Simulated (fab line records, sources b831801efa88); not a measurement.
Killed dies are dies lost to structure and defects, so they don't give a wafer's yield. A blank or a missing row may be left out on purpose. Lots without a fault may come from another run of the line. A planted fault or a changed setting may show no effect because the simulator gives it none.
fab line records | flow sky130 | part 2 of 2: steps 44 to 44 of 44
record lots=7 wafers=21 last_day=50
route steps=708 shown FIELD_ISO@21 NWELL@32 DNWELL@35 PWDE@45 PAD_OPEN@708
lots that met no fault: from a run of the same line without faults
start_h: hours from the record's first day to the start of the lot's first wafer shown | wait_h: hours since the lot's step before | " the same as in the row above | L1.1+2: a row that stands for several wafers | - no value, or no start given | * or withheld: withheld | < > ~ a bound
route shown NAME@n: a module of which the file shows steps, and the number in the route of the first | usual: mean/standard deviation of fault-free wafers | same: alike in all rows | chamber/n: place in a boat | sites: the reading at each site | _std_site: their standard deviation | _edge_site: outer sites' mean less inner sites' | radius_mm: how far each site lies from the wafer's centre | mask NAME#n: copy n | behind: the tool/chamber that last shaped the wafer | hold: why the lot was held/for how many hours/how that ended | device: the transistor (n, p or np) that didn't switch | end of line: the same wafers' tests at the end of the route | a step without rows: its recipe alone | killed: dies lost to structure and defects at the first sort, not the wafer's yield | map: a wafer's dies, x killed, . not, _ none there
set.NAME: the setting as run; set.NAME@STEP: as run at that earlier step | model.NAME: the simulator's own value behind a step, which no gauge read
lots at some steps of the route; a table a step, a row a wafer
services: from which hour (start_h, from the record's first day; less than 0 if before it) a tool's chamber was out of use, for how many hours, and why
## steps
# step SKY_PAD_OPEN_PROBE_99
# usual killed_at_M0_to_M3=44/7.4 killed_at_M4_up=3.0/1.8 killed_at_contacts=24/5.1 killed_at_front_end=15/4.3 killed_at_other=0.3/0.54 killed_dies=86/9.9 killed_open=47/7.1 killed_short=38/6.7
# same gross_dies=492 killed_at_back_side=0
# columns lot.wafer tool chamber start_h wait_h killed_at_M0_to_M3 killed_at_M4_up killed_at_contacts killed_at_front_end killed_at_other killed_dies killed_open killed_short model.etest.nfet_16v.r_on_ohm_um model.etest.tip_p.rs_ohm_sq model.etest.pfet_01v8.r_on_ohm_um model.etest.pfet_g5v0d10v5.r_on_ohm_um model.etest.res_pwell_under_gate.rs_ohm_sq model.etest.pfet_01v8_mvt.drive_ua_um model.etest.pfet_01v8.drive_ua_um model.etest.pfet_g5v0d10v5.drive_ua_um
L236.2 prober-02 - 1090.64 0.1 35 5 22 18 0 80 42 38 1.374e+04 7163 3017 4844 2313 139.7 185.2 329
L236.3 prober-02 - 1090.69 0.2 40 5 23 17 0 85 41 44 1.37e+04 7109 3072 4941 2324 134.6 174.5 327.3
L236.6 prober-02 - 1090.84 0.2 37 1 12 18 0 68 38 30 1.364e+04 7135 3007 4929 2329 138.6 180.4 328.6
L240.1 prober-01 - 1110.44 0.1 51 6 17 10 0 84 40 44 1.416e+04 7085 2985 4871 2343 139.6 183.4 330.1
L240.4 prober-01 - 1110.59 0.2 44 2 17 12 0 75 42 33 1.392e+04 7050 3054 4850 2348 137.4 180.1 335.5
L240.6 prober-01 - 1110.69 0.2 59 6 25 13 0 103 56 47 1.404e+04 7076 2946 4782 2336 142 183.4 337.1
L242.3 prober-01 - 1118.70 0.2 44 0 22 8 0 74 47 27 1.392e+04 6692 2832 4844 2282 156.5 196.6 335.5
L242.5 prober-01 - 1118.80 0.2 39 2 23 15 2 81 44 37 1.41e+04 6760 2842 4836 2280 154.7 195.7 337.1
L242.6 prober-01 - 1118.85 0.2 42 2 23 8 1 76 46 30 1.384e+04 6715 2784 4713 2293 156 200 338.6
L243.1 prober-02 - 1128.08 0.1 35 3 20 11 0 69 42 27 1.392e+04 7014 3079 5088 2298 137.1 176.4 317.4
L243.2 prober-02 - 1128.13 0.1 46 3 23 23 2 97 55 42 1.389e+04 7104 3028 5000 2278 139.5 181 321.9
L243.5 prober-02 - 1128.28 0.2 30 2 24 18 1 75 43 32 1.396e+04 7078 3051 4992 2298 139.3 181.1 317.7
L248.2 prober-02 - 1155.78 0.1 34 4 32 24 0 94 50 44 1.354e+04 6909 2809 4696 2273 156.1 201.2 341.6
L248.4 prober-02 - 1155.88 0.2 38 3 23 24 0 88 57 31 1.367e+04 6854 2875 4771 2286 152.8 196.2 339.6
L248.6 prober-02 - 1155.98 0.2 53 2 21 15 0 91 41 50 1.37e+04 6889 2831 4779 2267 155.3 197.3 342.8
L255.2 prober-01 - 1191.09 0.1 53 1 17 18 0 89 35 54 1.388e+04 6923 2923 4733 2301 150.7 191 337.5
L255.4 prober-01 - 1191.19 0.2 66 1 17 18 0 102 52 50 1.402e+04 6918 2930 4849 2302 146.8 189.1 328
L255.5 prober-01 - 1191.24 0.2 45 3 25 13 0 86 44 42 1.387e+04 6885 2874 4776 2298 149.7 193.2 337.5
L259.2 prober-02 - 1208.69 0.1 32 7 19 20 0 78 45 33 1.418e+04 6781 2818 4645 2290 156.7 200.3 352.7
L259.4 prober-02 - 1208.79 0.2 53 3 31 16 0 103 67 36 1.427e+04 6870 2942 4799 2287 151.8 192 339.7
L259.5 prober-02 - 1208.84 0.2 48 0 25 19 0 92 43 49 1.419e+04 6750 2888 4791 2272 154.3 194.1 344.6
# killed by level:class
L236.2 CONTACT:geometric_particle:open=11 VIA1:geometric_particle:open=7 CONTACT:geometric_particle:short=6 FIELD_ISO:geometric_particle:short=5 VIA1:geometric_particle:short=5 METAL2:geometric_particle:short=5 VIA2:geometric_particle:open=5 POLY_GATE:geometric_particle:open=4
L236.3 VIA1:geometric_particle:open=11 CONTACT:geometric_particle:open=9 VIA2:geometric_particle:open=6 VIA1:geometric_particle:short=6 POLY_GATE:geometric_particle:short=5 LOCAL_INTERCONNECT:geometric_particle:short=5 METAL4:geometric_particle:short=5 METAL1:geometric_particle:short=4
L236.6 VIA1:geometric_particle:open=9 VIA2:geometric_particle:open=7 LI_CONTACT:geometric_particle:open=6 FIELD_ISO:geometric_particle:open=5 FIELD_ISO:geometric_particle:short=5 METAL1:geometric_particle:short=4 VIA1:geometric_particle:short=4 VIA2:geometric_particle:short=4
L240.1 VIA1:geometric_particle:open=9 METAL2:geometric_particle:short=9 VIA3:geometric_particle:open=6 CONTACT:geometric_particle:open=6 LI_CONTACT:geometric_particle:open=5 VIA1:geometric_particle:short=5 METAL3:geometric_particle:short=5 FIELD_ISO:geometric_particle:short=4
L240.4 VIA1:geometric_particle:open=8 LI_CONTACT:geometric_particle:open=7 METAL1:geometric_particle:short=7 VIA3:geometric_particle:open=6 METAL2:geometric_particle:short=5 VIA1:geometric_particle:short=4 VIA2:geometric_particle:open=4 FIELD_ISO:geometric_particle:open=3
L240.6 LI_CONTACT:geometric_particle:open=13 VIA1:geometric_particle:open=13 VIA1:geometric_particle:short=9 VIA3:geometric_particle:short=7 VIA2:geometric_particle:open=7 CONTACT:geometric_particle:open=6 METAL2:geometric_particle:short=6 CONTACT:geometric_particle:short=4
L242.3 VIA3:geometric_particle:open=10 VIA1:geometric_particle:open=9 CONTACT:geometric_particle:open=8 CONTACT:geometric_particle:short=7 VIA1:geometric_particle:short=5 VIA2:geometric_particle:open=5 LI_CONTACT:geometric_particle:open=4 METAL1:geometric_particle:short=4
L242.5 CONTACT:geometric_particle:open=10 LI_CONTACT:geometric_particle:open=10 METAL1:geometric_particle:short=8 VIA1:geometric_particle:open=7 METAL2:geometric_particle:short=6 POLY_GATE:geometric_particle:open=4 VIA2:geometric_particle:short=4 VIA2:geometric_particle:open=4
L242.6 VIA1:geometric_particle:open=10 CONTACT:geometric_particle:open=9 LI_CONTACT:geometric_particle:open=8 VIA2:geometric_particle:open=8 VIA1:geometric_particle:short=5 VIA3:geometric_particle:open=5 VIA3:geometric_particle:short=4 FIELD_ISO:geometric_particle:short=3
L243.1 VIA1:geometric_particle:open=10 VIA3:geometric_particle:open=7 CONTACT:geometric_particle:open=6 LI_CONTACT:geometric_particle:open=5 VIA2:geometric_particle:open=4 CONTACT:geometric_particle:short=4 POLY_GATE:geometric_particle:short=3 LOCAL_INTERCONNECT:geometric_particle:short=3
L243.2 VIA1:geometric_particle:open=15 CONTACT:geometric_particle:open=14 FIELD_ISO:geometric_particle:open=10 METAL2:geometric_particle:short=6 FIELD_ISO:geometric_particle:short=5 VIA3:geometric_particle:open=5 VIA3:geometric_particle:short=5 METAL3:geometric_particle:short=5
L243.5 CONTACT:geometric_particle:open=8 LI_CONTACT:geometric_particle:open=6 VIA2:geometric_particle:open=6 VIA3:geometric_particle:open=6 VIA1:geometric_particle:open=5 FIELD_ISO:geometric_particle:short=4 CONTACT:geometric_particle:short=4 METAL2:geometric_particle:short=4
L248.2 VIA1:geometric_particle:open=12 CONTACT:geometric_particle:open=9 LI_CONTACT:geometric_particle:open=9 FIELD_ISO:geometric_particle:short=8 POLY_GATE:geometric_particle:open=6 CONTACT:geometric_particle:short=6 LOCAL_INTERCONNECT:geometric_particle:short=5 VIA1:geometric_particle:short=5
L248.4 VIA1:geometric_particle:open=13 FIELD_ISO:geometric_particle:open=8 LI_CONTACT:geometric_particle:open=8 CONTACT:geometric_particle:open=8 VIA2:geometric_particle:open=6 FIELD_ISO:geometric_particle:short=4 POLY_GATE:geometric_particle:open=4 METAL1:geometric_particle:short=4
L248.6 VIA1:geometric_particle:open=12 VIA1:geometric_particle:short=8 CONTACT:geometric_particle:open=7 METAL1:geometric_particle:short=7 FIELD_ISO:geometric_particle:open=5 METAL3:geometric_particle:short=5 METAL2:geometric_particle:short=5 VIA2:geometric_particle:open=5
L255.2 METAL2:geometric_particle:short=10 METAL1:geometric_particle:short=8 POLY_GATE:geometric_particle:short=6 CONTACT:geometric_particle:open=6 VIA1:geometric_particle:short=6 VIA1:geometric_particle:open=6 VIA2:geometric_particle:open=6 VIA3:geometric_particle:open=6
L255.4 VIA1:geometric_particle:open=18 VIA3:geometric_particle:open=10 VIA1:geometric_particle:short=8 METAL2:geometric_particle:short=8 LI_CONTACT:geometric_particle:open=6 METAL1:geometric_particle:short=6 POLY_GATE:geometric_particle:short=5 CONTACT:geometric_particle:open=5
L255.5 CONTACT:geometric_particle:open=9 METAL1:geometric_particle:short=8 VIA1:geometric_particle:short=7 VIA1:geometric_particle:open=7 METAL2:geometric_particle:short=7 VIA3:geometric_particle:open=7 LI_CONTACT:geometric_particle:open=6 LOCAL_INTERCONNECT:geometric_particle:short=6
L259.2 VIA1:geometric_particle:open=10 CONTACT:geometric_particle:open=8 FIELD_ISO:geometric_particle:open=7 VIA2:geometric_particle:open=6 METAL4:geometric_particle:short=6 LI_CONTACT:geometric_particle:open=5 FIELD_ISO:geometric_particle:short=4 SPACER:geometric_particle:short=4
L259.4 VIA1:geometric_particle:open=23 CONTACT:geometric_particle:open=14 LI_CONTACT:geometric_particle:open=7 LOCAL_INTERCONNECT:geometric_particle:short=6 VIA1:geometric_particle:short=6 METAL1:geometric_particle:short=5 POLY_GATE:geometric_particle:open=4 SPACER:geometric_particle:short=4
L259.5 VIA1:geometric_particle:open=10 METAL2:geometric_particle:short=10 CONTACT:geometric_particle:short=7 CONTACT:geometric_particle:open=7 FIELD_ISO:geometric_particle:short=6 VIA3:geometric_particle:open=6 LOCAL_INTERCONNECT:geometric_particle:short=5 VIA1:geometric_particle:short=5
## services
# columns tool chamber start_h hours kind
plasma_asher-04 - 18.75 0.5 repair
cmp-02 - 31.87 0.9 repair
furnace-02 - 35.38 2.7 pm
cmp-02 - 40.81 0.6 repair
plasma_asher-01 - 57.41 2.3 repair
cmp-01 - 64.00 4.0 pm
cmp-01 - 77.94 5.4 pm
furnace-01 - 95.33 2.8 pm
cmp-02 - 108.64 1.8 repair
plasma_asher-01 - 108.75 9.0 pm
plasma_asher-01 0 108.75 9.0 vent_cycle
plasma_asher-01 1 108.75 9.0 vent_cycle
cmp-02 - 125.12 1.4 repair
furnace-01 - 140.87 3.2 repair
furnace-01 - 144.05 12.6 pm
plasma_asher-02 - 155.12 2.2 repair
cmp-01 - 160.10 0.9 repair
furnace-01 - 160.70 2.8 pm
wet_bench-02 - 168.23 3.1 repair
furnace-02 - 188.05 2.7 pm
cmp-02 - 232.00 4.0 pm
cmp-01 - 232.94 2.1 repair
cmp-02 - 247.00 2.6 repair
furnace-02 - 248.25 3.0 pm
## key
first_sign step=SKY_NWELL_OXIDATION_01 reading=visit direction=added
effect step=SKY_NWELL_THK_MEAS_02 reading=NWELL_OXIDATION_THK direction=up sigmas=36 usual=9.93 struck=15.71
model_effect step=SKY_NWELL_CLEAN_27 value=SiO2_of_NWELL_OXIDATION_01.thk_nm without=9.614 struck=15.38
model_effect step=SKY_PAD_OPEN_PROBE_99 value=etest.nfet_16v.r_on_ohm_um without=1.427e+04 struck=1.389e+04
met_at SKY_NWELL_OXIDATION_01
struck_wafers L236.2,L236.3,L236.6,L240.1,L240.4,L240.6,L243.1,L243.2,L243.5
tester_left_out L236,L240,L243
fault kind=repeated_step_whole tool=furnace-01,furnace-02 chamber=- onset_h=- steps=SKY_NWELL_OXIDATION_01 times=1 scope=struck_lots_only
# tester_left_out: of these lots the tester's yield and bins aren't shown, on N5 and GAA mostly nor the transistor test; their killed dies are dies lost to structure and defects alone, not to doping, threshold or leakage, so they don't give the yield
